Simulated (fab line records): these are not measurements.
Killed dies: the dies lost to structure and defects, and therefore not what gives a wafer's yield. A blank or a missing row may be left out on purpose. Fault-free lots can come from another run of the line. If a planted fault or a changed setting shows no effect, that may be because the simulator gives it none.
fab line records + flow sky130
record
- lots=13
- wafers=39
- last-day=50
route steps=708 shown VT_ADJUST_HVTR@139 POLY_GATE@234 METAL4@598 CAP2M@603 PAD_OPEN@708
lots that met no fault: from a run of the same line without faults
start-h: hours from the record's first day to the start of the lot's first wafer shown + wait-h: hours since the lot's step before + " same as the row above + L1.1+2: several wafers, shown together as one row + - no value, or no start given + * or withheld: withheld + < > ~ a bound
route shown NAME@n: a module of which the file shows steps, and the number in the route of the first + usual: average and standard deviation across the fault-free wafers + same: alike in all rows + chamber/n: place in a boat + sites: readings site by site + _std_site: the standard deviation of these + _edge_site: inner sites' mean taken away from outer sites' mean + radius-mm: for every site, how far away it sits from the centre of the wafer + mask NAME#n: copy n + behind: the last tool/chamber to shape the wafer + hold: why the lot was held/for how many hours/how that ended + device: transistor that didn't switch, given as n, p or np + end of line: the tests these same wafers got at the end of their route + a step without rows: its recipe alone + killed: the dies lost at the first sort to structure and to defects; this is not the yield of the wafer + map: per-die view of a wafer (x killed, . not killed, _ where there is no die)
set.NAME: the setting the step ran with; set.NAME@STEP: the setting that earlier step ran with + model.NAME: the simulator's own value behind a step, which no gauge read
steps of the route over a sample of lots; a table a step, a row a wafer
services: from which hour (start-h, from the record's first day; less than 0 if before it) a tool's chamber was out of use, for how many hours, and why
## steps
# step SKY_VT_ADJUST_HVTR_OVL_MEAS_08
# usual
- VT_ADJUST_HVTR_OVL=0.3/1.3
| lot.wafer | tool       | chamber | start-h | wait-h | VT_ADJUST_HVTR_OVL[nm] |
|-----------|------------|---------|---------|--------|------------------------|
| L195.1    | overlay-01 | -       | 213.59  | 0.1    | 0.7                    |
| L195.2    | "          | -       | "       | "      | 0.2                    |
| L195.3    | "          | -       | "       | "      | 0.8                    |
| L196.1    | overlay-02 | -       | 222.47  | 0.1    | -1.3                   |
| L196.2    | "          | -       | "       | "      | -1.8                   |
| L196.4    | "          | -       | "       | "      | -3.0                   |
| L197.1    | overlay-01 | -       | 243.93  | 0.1    | 0.8                    |
| L197.4    | "          | -       | "       | "      | 1.0                    |
| L197.6    | "          | -       | "       | "      | 1.2                    |
| L198.1    | overlay-01 | -       | 245.98  | 0.1    | -0.7                   |
| L198.2    | "          | -       | "       | "      | -1.1                   |
| L198.6    | "          | -       | "       | "      | 0.3                    |
| L200.2    | overlay-02 | -       | 254.03  | 0.1    | -0.2                   |
| L200.5    | "          | -       | "       | "      | 1.3                    |
| L200.6    | "          | -       | "       | "      | -0.6                   |
| L201.1    | overlay-01 | -       | 262.03  | 0.1    | 0.1                    |
| L201.2    | "          | -       | "       | "      | 0.5                    |
| L201.5    | "          | -       | "       | "      | 0.6                    |
| L202.2    | overlay-02 | -       | 270.83  | 0.1    | 0.2                    |
| L202.3    | "          | -       | "       | "      | 0.6                    |
| L202.5    | "          | -       | "       | "      | -0.5                   |
| L205.1    | overlay-01 | -       | 288.82  | 0.1    | 1.6                    |
| L205.2    | "          | -       | "       | "      | 2.6                    |
| L205.4    | "          | -       | "       | "      | 1.2                    |
| L206.1    | overlay-01 | -       | 296.33  | 0.1    | -1.0                   |
| L206.4    | "          | -       | "       | "      | -1.7                   |
| L206.5    | "          | -       | "       | "      | -1.1                   |
| L208.2    | overlay-01 | -       | 310.85  | 0.1    | 0.7                    |
| L208.3    | "          | -       | "       | "      | 0.5                    |
| L208.6    | "          | -       | "       | "      | 1.1                    |
| L213.1    | overlay-02 | -       | 348.38  | 0.1    | 2.2                    |
| L213.2    | "          | -       | "       | "      | -0.2                   |
| L213.4    | "          | -       | "       | "      | 1.5                    |
| L214.1    | overlay-01 | -       | 367.83  | 0.1    | 0.8                    |
| L214.4    | "          | -       | "       | "      | -1.6                   |
| L214.5    | "          | -       | "       | "      | 0.2                    |
| L215.2    | overlay-02 | -       | 369.94  | 0.1    | 1.7                    |
| L215.5    | "          | -       | "       | "      | 1.4                    |
| L215.6    | "          | -       | "       | "      | -0.2                   |
# step SKY_POLY_GATE_OXIDATION_20
# recipe
- temp-c=850
- ambient=O2
- stabilise-s=600
- purge-s=300
- target-thk-a=40
- ox-time-s=899
# usual
- spike-tc-bottom-C=869/3.5
- zone-power-lower-pct=15.6/0.65
| lot.wafer | tool       | chamber | start-h | wait-h | spike-tc-bottom-C | zone-power-lower-pct |
|-----------|------------|---------|---------|--------|-------------------|----------------------|
| L195.1    | furnace-01 | 0       | 381.01  | 0.0    | 874               | 16.1                 |
| L195.2    | "          | 0       | "       | "      | 872               | 16.4                 |
| L195.3    | "          | 0       | "       | "      | 873               | 16.3                 |
| L196.1    | furnace-02 | 0       | 390.36  | 0.9    | 868               | 15.0                 |
| L196.2    | "          | 0       | "       | "      | 866               | 15.0                 |
| L196.4    | "          | 0       | "       | "      | 866               | 15.3                 |
| L197.1    | furnace-01 | 0       | 420.56  | 2.4    | 873               | 16.5                 |
| L197.4    | "          | 0       | "       | "      | 873               | 16.1                 |
| L197.6    | "          | 0       | "       | "      | 873               | 16.2                 |
| L198.1    | furnace-02 | 0       | 427.05  | 0.0    | 865               | 15.0                 |
| L198.2    | "          | 0       | "       | "      | 864               | 15.1                 |
| L198.6    | "          | 0       | "       | "      | 868               | 15.3                 |
| L200.2    | furnace-01 | 0       | 433.16  | 1.1    | 873               | 16.3                 |
| L200.5    | "          | 0       | "       | "      | 874               | 16.4                 |
| L200.6    | "          | 0       | "       | "      | 874               | 16.5                 |
| L201.1    | furnace-02 | 0       | 438.44  | 0.0    | 865               | 15.0                 |
| L201.2    | "          | 0       | "       | "      | 867               | 14.9                 |
| L201.5    | "          | 0       | "       | "      | 865               | 15.2                 |
| L202.2    | furnace-01 | 0       | 454.49  | 0.0    | 873               | 16.4                 |
| L202.3    | "          | 0       | "       | "      | 873               | 16.4                 |
| L202.5    | "          | 0       | "       | "      | 872               | 16.4                 |
| L205.1    | furnace-01 | 0       | 476.86  | 1.3    | 872               | 16.4                 |
| L205.2    | "          | 0       | "       | "      | 872               | 16.2                 |
| L205.4    | "          | 0       | "       | "      | 873               | 16.2                 |
| L205.1    | furnace-01 | 0       | 478.28  | 0.2    | 873               | 16.2                 |
| L205.2    | "          | 0       | "       | "      | 872               | 16.2                 |
| L205.4    | "          | 0       | "       | "      | 874               | 16.2                 |
| L206.1    | furnace-02 | 0       | 482.96  | 0.0    | 866               | 14.9                 |
| L206.4    | "          | 0       | "       | "      | 864               | 15.0                 |
| L206.5    | "          | 0       | "       | "      | 865               | 15.3                 |
| L208.2    | furnace-02 | 0       | 501.79  | 0.0    | 866               | 15.1                 |
| L208.3    | "          | 0       | "       | "      | 866               | 15.2                 |
| L208.6    | "          | 0       | "       | "      | 867               | 15.1                 |
| L208.2    | furnace-01 | 0       | 504.10  | 1.1    | 874               | 16.3                 |
| L208.3    | "          | 0       | "       | "      | 874               | 16.3                 |
| L208.6    | "          | 0       | "       | "      | 874               | 16.3                 |
| L213.1    | furnace-02 | 0       | 541.43  | 0.0    | 867               | 15.1                 |
| L213.2    | "          | 0       | "       | "      | 865               | 15.2                 |
| L213.4    | "          | 0       | "       | "      | 868               | 15.1                 |
| L214.1    | furnace-02 | 0       | 564.44  | 0.0    | 867               | 14.8                 |
| L214.4    | "          | 0       | "       | "      | 866               | 15.1                 |
| L214.5    | "          | 0       | "       | "      | 864               | 15.1                 |
| L215.2    | furnace-02 | 0       | 571.13  | 0.0    | 866               | 15.5                 |
| L215.5    | "          | 0       | "       | "      | 865               | 15.0                 |
| L215.6    | "          | 0       | "       | "      | 866               | 14.9                 |
# step SKY_POLY_GATE_THK_MEAS_21
# recipe
- reads=SiO2_of_POLY_GATE_OXIDATION_20
# usual
- POLY_GATE_OXIDATION_THK=3.99/0.078
| lot.wafer | tool          | chamber | start-h | wait-h | POLY_GATE_OXIDATION_THK[nm] |
|-----------|---------------|---------|---------|--------|-----------------------------|
| L195.1    | film-metro-04 | -       | 382.26  | 0.0    | 3.91                        |
| L195.2    | "             | -       | "       | "      | 4.03                        |
| L195.3    | "             | -       | "       | "      | 4.03                        |
| L196.1    | film-metro-04 | -       | 391.61  | 0.0    | 3.97                        |
| L196.2    | "             | -       | "       | "      | 3.92                        |
| L196.4    | "             | -       | "       | "      | 3.98                        |
| L197.1    | film-metro-02 | -       | 421.81  | 0.0    | 4.01                        |
| L197.4    | "             | -       | "       | "      | 3.96                        |
| L197.6    | "             | -       | "       | "      | 3.92                        |
| L198.1    | film-metro-02 | -       | 428.30  | 0.0    | 3.99                        |
| L198.2    | "             | -       | "       | "      | 4.05                        |
| L198.6    | "             | -       | "       | "      | 3.98                        |
| L200.2    | film-metro-02 | -       | 434.42  | 0.0    | 4.04                        |
| L200.5    | "             | -       | "       | "      | 4.05                        |
| L200.6    | "             | -       | "       | "      | 4.00                        |
| L201.1    | film-metro-02 | -       | 439.69  | 0.0    | 3.91                        |
| L201.2    | "             | -       | "       | "      | 4.05                        |
| L201.5    | "             | -       | "       | "      | 4.03                        |
| L202.2    | film-metro-04 | -       | 455.75  | 0.0    | 3.96                        |
| L202.3    | "             | -       | "       | "      | 3.86                        |
| L202.5    | "             | -       | "       | "      | 4.05                        |
| L205.1    | film-metro-01 | -       | 479.53  | 0.0    | 6.67                        |
| L205.2    | "             | -       | "       | "      | 6.58                        |
| L205.4    | "             | -       | "       | "      | 6.57                        |
| L206.1    | film-metro-04 | -       | 484.21  | 0.0    | 4.03                        |
| L206.4    | "             | -       | "       | "      | 3.95                        |
| L206.5    | "             | -       | "       | "      | 4.02                        |
| L208.2    | film-metro-04 | -       | 505.47  | 0.1    | 6.57                        |
| L208.3    | "             | -       | "       | "      | 6.63                        |
| L208.6    | "             | -       | "       | "      | 6.56                        |
| L213.1    | film-metro-04 | -       | 542.73  | 0.1    | 4.05                        |
| L213.2    | "             | -       | "       | "      | 4.01                        |
| L213.4    | "             | -       | "       | "      | 4.02                        |
| L214.1    | film-metro-04 | -       | 565.69  | 0.0    | 4.14                        |
| L214.4    | "             | -       | "       | "      | 4.10                        |
| L214.5    | "             | -       | "       | "      | 4.03                        |
| L215.2    | film-metro-04 | -       | 572.39  | 0.0    | 4.02                        |
| L215.5    | "             | -       | "       | "      | 4.04                        |
| L215.6    | "             | -       | "       | "      | 4.01                        |
# step SKY_METAL4_SPUTTER_00
# recipe
- material=Ti
- target-thk-nm=15
- power-w=3000
- time-s=10
- chamber-pressure-pa=0.4
# usual
- throttle-valve-pct=29.9/0.99
| lot.wafer | tool           | chamber | start-h | wait-h | throttle-valve-pct |
|-----------|----------------|---------|---------|--------|--------------------|
| L195.1    | pvd-sputter-03 | -       | 935.16  | 0.2    | 29.3               |
| L195.2    | "              | -       | "       | "      | 29.3               |
| L195.3    | "              | -       | "       | "      | 30.0               |
| L196.1    | pvd-sputter-04 | -       | 942.16  | 0.2    | 29.8               |
| L196.2    | "              | -       | "       | "      | 30.6               |
| L196.4    | "              | -       | "       | "      | 32.0               |
| L197.1    | pvd-sputter-04 | -       | 964.36  | 0.1    | 30.8               |
| L197.4    | "              | -       | "       | "      | 29.4               |
| L197.6    | "              | -       | "       | "      | 30.2               |
| L198.1    | pvd-sputter-01 | -       | 973.41  | 0.1    | 30.1               |
| L198.2    | "              | -       | "       | "      | 28.2               |
| L198.6    | "              | -       | "       | "      | 28.9               |
| L200.2    | pvd-sputter-04 | -       | 978.12  | 0.2    | 30.7               |
| L200.5    | "              | -       | "       | "      | 29.5               |
| L200.6    | "              | -       | "       | "      | 31.9               |
| L201.1    | pvd-sputter-04 | -       | 981.81  | 0.1    | 32.0               |
| L201.2    | "              | -       | "       | "      | 29.8               |
| L201.5    | "              | -       | "       | "      | 30.5               |
| L202.2    | pvd-sputter-04 | -       | 990.91  | 0.2    | 30.0               |
| L202.3    | "              | -       | "       | "      | 32.1               |
| L202.5    | "              | -       | "       | "      | 30.0               |
| L205.1    | pvd-sputter-01 | -       | 1011.81 | 0.1    | 30.0               |
| L205.2    | "              | -       | "       | "      | 29.0               |
| L205.4    | "              | -       | "       | "      | 28.2               |
| L206.1    | pvd-sputter-01 | -       | 1013.11 | 0.2    | 29.9               |
| L206.4    | "              | -       | "       | "      | 28.9               |
| L206.5    | "              | -       | "       | "      | 29.2               |
| L208.2    | pvd-sputter-04 | -       | 1028.56 | 0.1    | 30.0               |
| L208.3    | "              | -       | "       | "      | 31.9               |
| L208.6    | "              | -       | "       | "      | 32.2               |
| L213.1    | pvd-sputter-03 | -       | 1055.64 | 0.1    | 29.3               |
| L213.2    | "              | -       | "       | "      | 30.1               |
| L213.4    | "              | -       | "       | "      | 29.0               |
| L214.1    | pvd-sputter-03 | -       | 1076.83 | 0.2    | 29.2               |
| L214.4    | "              | -       | "       | "      | 30.1               |
| L214.5    | "              | -       | "       | "      | 29.2               |
| L215.2    | pvd-sputter-01 | -       | 1081.01 | 0.2    | 28.3               |
| L215.5    | "              | -       | "       | "      | 28.8               |
| L215.6    | "              | -       | "       | "      | 28.5               |
# step SKY_CAP2M_CVD_00
# recipe
- material=SiO2
- target-thk-nm=15.5
- temp-c=400
- time-s=withheld
- rf-w=450
# usual
- heater-power-w=695/97
| lot.wafer | tool     | chamber | start-h | wait-h | heater-power-w |
|-----------|----------|---------|---------|--------|----------------|
| L195.1    | pecvd-03 | 2       | 935.31  | 0.0    | 818            |
| L195.2    | "        | 0       | "       | "      | 593            |
| L195.3    | "        | 1       | "       | "      | 691            |
| L196.1    | pecvd-04 | 0       | 942.31  | 0.0    | 695            |
| L196.2    | "        | 2       | "       | "      | 683            |
| L196.4    | "        | 0       | "       | "      | 727            |
| L197.1    | pecvd-03 | 0       | 964.51  | 0.0    | 672            |
| L197.4    | "        | 1       | "       | "      | 784            |
| L197.6    | "        | 1       | "       | "      | 816            |
| L198.1    | pecvd-03 | 1       | 973.56  | 0.0    | 797            |
| L198.2    | "        | 0       | "       | "      | 571            |
| L198.6    | "        | 1       | "       | "      | 812            |
| L200.2    | pecvd-04 | 2       | 978.28  | 0.0    | 633            |
| L200.5    | "        | 1       | "       | "      | 648            |
| L200.6    | "        | 0       | "       | "      | 750            |
| L201.1    | pecvd-02 | 1       | 981.97  | 0.0    | 631            |
| L201.2    | "        | 0       | "       | "      | 850            |
| L201.5    | "        | 2       | "       | "      | 652            |
| L202.2    | pecvd-02 | 2       | 991.07  | 0.0    | 636            |
| L202.3    | "        | 1       | "       | "      | 549            |
| L202.5    | "        | 1       | "       | "      | 547            |
| L205.1    | pecvd-03 | 0       | 1011.96 | 0.0    | 662            |
| L205.2    | "        | 1       | "       | "      | 797            |
| L205.4    | "        | 1       | "       | "      | 774            |
| L206.1    | pecvd-04 | 1       | 1013.27 | 0.0    | 612            |
| L206.4    | "        | 2       | "       | "      | 639            |
| L206.5    | "        | 0       | "       | "      | 772            |
| L208.2    | pecvd-04 | 0       | 1028.72 | 0.0    | 800            |
| L208.3    | "        | 0       | "       | "      | 825            |
| L208.6    | "        | 2       | "       | "      | 565            |
| L213.1    | pecvd-02 | 0       | 1055.79 | 0.0    | 816            |
| L213.2    | "        | 1       | "       | "      | 608            |
| L213.4    | "        | 0       | "       | "      | 812            |
| L214.1    | pecvd-02 | 2       | 1076.99 | 0.0    | 630            |
| L214.4    | "        | 2       | "       | "      | 624            |
| L214.5    | "        | 0       | "       | "      | 875            |
| L215.2    | pecvd-02 | 1       | 1081.17 | 0.0    | 536            |
| L215.5    | "        | 0       | "       | "      | 965            |
| L215.6    | "        | 2       | "       | "      | 684            |
# step SKY_PAD_OPEN_PROBE_99
# usual
- killed_at_M0_to_M3=44/6.9
- killed_at_M4_up=3.0/1.5
- killed-at-contacts=24/5.2
- killed-at-front-end=15/4.1
- killed-at-other=0.4/0.62
- killed-dies=87/9.6
- killed-open=47/7
- killed-short=40/6.2
# same
- gross-dies=492
- killed-at-back-side=0
| lot.wafer | tool      | chamber | start-h | wait-h | killed_at_M0_to_M3 | killed_at_M4_up | killed-at-contacts | killed-at-front-end | killed-at-other | killed-dies | killed-open | killed-short |
|-----------|-----------|---------|---------|--------|--------------------|-----------------|--------------------|---------------------|-----------------|-------------|-------------|--------------|
| L205.2    | prober-01 | -       | 1143.75 | 0.1    | 42                 | 2               | 24                 | 15                  | 0               | 83          | 50          | 33           |
| L208.2    | prober-02 | -       | 1155.52 | 0.1    | 52                 | 3               | 30                 | 11                  | 1               | 97          | 52          | 44           |
| L208.6    | prober-02 | -       | 1155.72 | 0.2    | 45                 | 5               | 28                 | 12                  | 0               | 90          | 52          | 38           |
# killed by level:class
L205.2 LI_CONTACT:geometric-particle:open=11 VIA1:geometric-particle:open=8 FIELD_ISO:geometric-particle:open=7 METAL1:geometric-particle:short=7 VIA2:geometric-particle:open=6 CONTACT:geometric-particle:open=5 POLY_GATE:geometric-particle:open=4 METAL1:geometric-particle:open=4
L208.2 METAL1:geometric-particle:short=10 VIA3:geometric-particle:open=9 LI_CONTACT:geometric-particle:open=9 CONTACT:geometric-particle:open=9 VIA1:geometric-particle:open=8 VIA1:geometric-particle:short=6 VIA2:geometric-particle:open=5 POLY_GATE:geometric-particle:short=4
L208.6 CONTACT:geometric-particle:open=11 LI_CONTACT:geometric-particle:open=9 VIA1:geometric-particle:open=9 METAL1:geometric-particle:short=8 METAL1:geometric-particle:open=6 CONTACT:geometric-particle:short=5 METAL2:geometric-particle:short=5 VIA2:geometric-particle:open=5
## services
| tool           | chamber | start-h | hours | kind   |
|----------------|---------|---------|-------|--------|
| furnace-02     | -       | 403.27  | 1.9   | repair |
| furnace-01     | -       | 411.63  | 3.2   | pm     |
| pvd-sputter-04 | -       | 411.79  | 2.5   | repair |
| furnace-02     | -       | 415.08  | 2.8   | pm     |
| furnace-02     | -       | 445.62  | 3.5   | pm     |
| pvd-sputter-04 | -       | 473.65  | 0.6   | repair |
| furnace-01     | -       | 579.57  | 3.6   | pm     |
| furnace-01     | -       | 613.40  | 4.0   | pm     |
| furnace-02     | -       | 617.79  | 4.3   | pm     |
| furnace-02     | -       | 694.66  | 4.1   | pm     |
| pvd-sputter-04 | -       | 694.70  | 0.5   | repair |
| furnace-02     | -       | 710.06  | 3.6   | repair |
| furnace-01     | -       | 747.89  | 3.0   | pm     |
| furnace-02     | -       | 767.92  | 2.8   | pm     |
| furnace-02     | -       | 782.46  | 3.3   | pm     |
| furnace-01     | -       | 796.92  | 2.5   | repair |
| furnace-01     | -       | 810.48  | 3.0   | pm     |
| furnace-01     | -       | 894.44  | 3.6   | pm     |
| furnace-01     | -       | 915.46  | 4.0   | pm     |
| furnace-02     | -       | 949.49  | 3.2   | pm     |
| furnace-02     | -       | 952.74  | 57.9  | pm     |
| furnace-02     | -       | 1010.62 | 4.3   | pm     |
| furnace-02     | -       | 1014.95 | 9.8   | pm     |
| furnace-01     | -       | 1050.71 | 20.6  | repair |
## key
first-sign
- step=SKY_POLY_GATE_OXIDATION_20
- reading=visit
- direction=added
effect
- step=SKY_POLY_GATE_THK_MEAS_21
- reading=POLY_GATE_OXIDATION_THK
- direction=up
- sigmas=34
- usual=3.99
- struck=6.60
met-at SKY_POLY_GATE_OXIDATION_20
struck-lots L205,L208
tester-left-out L205,L208
not-acting-at SKY_VT_ADJUST_HVTR_OVL_MEAS_08,SKY_METAL4_SPUTTER_00,SKY_CAP2M_CVD_00
fault
- kind=repeated-step-whole
- tool=furnace-01,furnace-02
- chamber=-
- onset-h=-
- steps=SKY_POLY_GATE_OXIDATION_20
- times=1
- scope=struck-lots-only
# tester-left-out: of these lots the tester's yield and bins aren't shown, on N5 and GAA mostly nor the transistor test; their killed dies are dies lost to structure and defects alone, not to doping, threshold or leakage, so they don't give the yield
